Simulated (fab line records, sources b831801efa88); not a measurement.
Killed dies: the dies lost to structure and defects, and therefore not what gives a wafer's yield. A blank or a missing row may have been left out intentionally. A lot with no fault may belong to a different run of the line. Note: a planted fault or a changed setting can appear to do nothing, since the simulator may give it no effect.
A lot that was struck, set against a sound lot | flow sky130 | 16 out of 708 route steps
Sound: the wafers L294.2, L294.3, L294.4. Struck: wafer L311.4. (L311.3, L311.5 of the same lot were not struck and are left out.) The cause comes at the end.
At each step with rows: each side's tool, then ch and its chambers, then its first start. Under that, the readings that differ: sound wafers | struck wafers | difference of the means | sigmas: that difference in standard deviations of wafers without a fault.
alike: a reading whose means differ by less than 2 such deviations, as well as words and numbers matching on both sides. not compared: withheld readings; readings where some wafer has no value; bounds like >300 that might hide an equal value; numbers whose values overlap and for which the record gives no deviation.
Wherever a step has rows on one side only, a row that says differs or no value, or a row with sigmas, the two part there. Numbers that don't overlap but have no deviation are shown without sigmas and don't part them. A reading that every wafer of one side lacks parts them only if that side has two wafers or more.

first, 2 steps without rows for these wafers: SKY_METAL4_PEB_11; SKY_METAL4_DEVELOP_12 (develop time 60 s).
SKY_METAL4_CD_MEAS_13: target cd 300 nm.
  sound on cd-sem-02 at day 42 04:16; struck on cd-sem-02 at day 46 22:51
  alike: cd-nm
SKY_METAL4_OVL_MEAS_14:
  sound on overlay-01 at day 42 04:22; struck on overlay-01 at day 46 22:57
  reading         | sound  | struck | difference | sigmas
  METAL4_OVL (nm) | 5 4 -1 | -11    | -14        | -2
SKY_METAL4_DESCUM_15: chemistry O2, time 8 s.
  sound on rie-metal-04 ch 0,1, day 42 04:24; struck on rie-metal-01 ch 0, day 46 22:59
  alike: drypump-motor-current-A, oes-product-au
  not compared: rf-hours-counter-h
SKY_METAL4_ETCH_16: etches BARC in N2/H2, stops on SiO2, time 88.2 s, target depth 60 nm.
  sound on rie-metal-04 ch 0,1, day 42 04:26; struck on rie-metal-01 ch 0, day 46 23:02
  alike: drypump-motor-current-A, oes-product-au, throttle-valve-pct
  not compared: rf-hours-counter-h
SKY_METAL4_ETCH_17: etches SiO2 in C4F8/O2/Ar, stops on TiN, time 3.9 s, target depth 15 nm.
  sound on rie-diel-04 ch 1,2,3, day 42 04:32; struck on rie-diel-02 ch 2, day 46 23:06
  alike: oes-product-au
  not compared: rf-hours-counter-h
SKY_METAL4_METAL_ETCH_18: etches the open film in Cl2/BCl3, stops on SiO2, target depth 845 nm, time 183.1 s.
  sound on rie-metal-02 ch 0,1, day 42 04:33; struck on rie-metal-02 ch 1, day 46 23:11
  alike: drypump-motor-current-A, mfc-cl2-sccm, oes-product-au, throttle-valve-pct
  not compared: rf-hours-counter-h
then, 4 steps without rows for these wafers: SKY_METAL4_STRIP_19 (strips in O2/N2); SKY_METAL4_STRIP_20 (strips in post etch residue remover, time 1200 s); SKY_METAL4_CLEAN_21 (cleans in IPA, time 180 s); SKY_METAL4_CLEAN_22 (cleans in O3/DIW).
SKY_VIA4_HDPCVD_00: deposits SiO2, target thk 1750 nm, time 291.7 s.
  sound on hdpcvd-02 ch 0,1, day 42 05:19; struck on hdpcvd-01 ch 1, day 46 23:53
  reading                                  | sound             | struck | difference | sigmas
  sih4-flow-sccm (sccm)                    | 60.09 59.90 60.05 | 90.21  | +30.20     | +99 or more
  model.SiO2_of_VIA4_HDPCVD_00.thk-nm (nm) | 1722 1736 1724    | 2626   | +899       |
SKY_VIA4_THK_MEAS_01:
  sound on film-metro-02 at day 42 05:36; struck on film-metro-03 at day 47 00:05
  reading              | sound          | struck | difference | sigmas
  VIA4_HDPCVD_THK (nm) | 1723 1737 1724 | 2626   | +898       | +56
SKY_VIA4_CMP_02: polishes SiO2.
  sound on cmp-01 ch 0,2,3, day 42 05:39; struck on cmp-02 ch 2, day 47 02:05
  alike: motor-current-A
then, 1 step without rows for these wafers: SKY_PAD_OPEN_PROBE_99.

WHERE THEY PART
First at SKY_METAL4_OVL_MEAS_14; last, within this record, at SKY_VIA4_THK_MEAS_01. Later steps at which nothing parts them and some readings are alike: SKY_VIA4_CMP_02.

WHY: whatever the simulator had introduced
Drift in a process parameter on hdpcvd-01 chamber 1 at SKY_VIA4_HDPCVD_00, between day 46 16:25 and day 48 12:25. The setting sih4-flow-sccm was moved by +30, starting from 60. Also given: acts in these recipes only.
